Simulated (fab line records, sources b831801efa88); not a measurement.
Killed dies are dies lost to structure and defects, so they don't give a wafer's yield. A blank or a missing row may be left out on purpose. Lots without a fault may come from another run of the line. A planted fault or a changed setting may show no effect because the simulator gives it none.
One fault seen from 2 desks | flow gf180mcu | each desk has only its own numbers; what lay behind them comes last

THE TOOL OWNER'S DESK: implanter-02
The tool's own readings at GF_PSD_IMPLANT_09: means of the sampled wafers that have a number, for each lot that ran on this tool. A lot is out of limits, marked OUT, if its mean lies more than 4 standard deviations from the usual mean; the brackets give that distance.
Columns: A = beam_on_s at GF_PSD_IMPLANT_09, usual 10.00 s; B = end_station_pressure_torr at GF_PSD_IMPLANT_09, usual 1.17e-05 Torr; C = faraday_current_uA at GF_PSD_IMPLANT_09, usual 8248
lot  | first seen here | A                | B                          | C
L933 | day 14 06:14    | 10.11            | 1.12e-05                   | 8162
L935 | day 15 07:06    | 9.81             | 1.18e-05                   | 8383
L940 | day 16 15:52    | 10.08            | 1.22e-05                   | 8198
L943 | day 17 22:57    | 11.63 (+8.6) OUT | 7.57e-05 (+99 or more) OUT | 6908 (-8.4) OUT
L944 | day 18 06:36    | 11.98 (+10) OUT  | 7.42e-05 (+99 or more) OUT | 6694 (-9.7) OUT
L954 | day 21 17:14    | 9.90             | 1.16e-05                   | 8360
L956 | day 22 02:49    | 9.81             | 1.24e-05                   | 8416
This desk's finding: out of limits on L943, L944; first on L943, day 17 22:57 (beam_on_s at GF_PSD_IMPLANT_09). In limits: L933, L935, L940, L954, L956.

THE METROLOGY DESK
What the gauges read, lot by lot, whatever tool the lot ran on: means of the sampled wafers that have a number. A lot is out of limits, marked OUT, if its mean lies more than 4 standard deviations from the usual mean; the brackets give that distance.
Columns: A = HV_LDD_CVD_54_THK at GF_HV_LDD_THK_MEAS_55, usual 9.95 nm; B = PSD_TW at GF_PSD_TW_MEAS_11, usual 3169; C = PSD_RS at GF_PSD_RS_MEAS_15, usual 108.60 ohm/sq; D = cd_nm at GF_CONTACT_CD_MEAS_14, usual 220.2 nm
lot  | first seen here | A     | B               | C                | D
L933 | day 12 12:31    | 9.81  | 3159            | 108.85           | 219.1
L935 | day 13 12:17    | 10.04 | 3180            | 108.45           | 221.1
L936 | day 13 13:44    | 10.04 | 3179            | 108.61           | 219.9
L940 | day 14 18:20    | 10.02 | 3192            | 108.94           | 216.9
L943 | day 15 23:35    | 10.10 | 3233            | 105.17 (-12) OUT | 221.8
L944 | day 16 06:03    | 9.99  | 3296 (+5.1) OUT | 105.57 (-10) OUT | 219.2
L947 | day 17 03:26    | 9.81  | 3195            | 108.58           | 218.2
L952 | day 18 19:58    | 10.07 | 3192            | 108.70           | 220.5
L954 | day 19 13:53    | 10.11 | 3179            | 108.47           | 220.5
L956 | day 20 01:00    | 10.11 | 3187            | 108.15           | 220.4
This desk's finding: out of limits on L943, L944; first on L943, day 17 23:31 (PSD_RS at GF_PSD_RS_MEAS_15). In limits: L933, L935, L936, L940, L947, L952, L954, L956.

PUT TOGETHER
The tool owner's desk could have raised an alarm at day 17 22:57, on L943, L944.
The metrology desk could have raised an alarm at day 17 23:31, on L943, L944.
Of the lots named, all ran GF_PSD_IMPLANT_09 on implanter-02.

WHAT THE SIMULATOR HAD PUT IN
Process parameter drift: implanter-02, from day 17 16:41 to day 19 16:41, at GF_PSD_IMPLANT_09. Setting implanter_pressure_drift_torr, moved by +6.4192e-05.
Process parameter drift: implanter-02, from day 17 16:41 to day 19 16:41, at GF_PSD_IMPLANT_09. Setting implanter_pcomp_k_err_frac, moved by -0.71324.
Lots struck among those shown: L943, L944.
Hours from the fault's start to each desk's first reading out of limits: the tool owner's desk, 6; the metrology desk, 7.
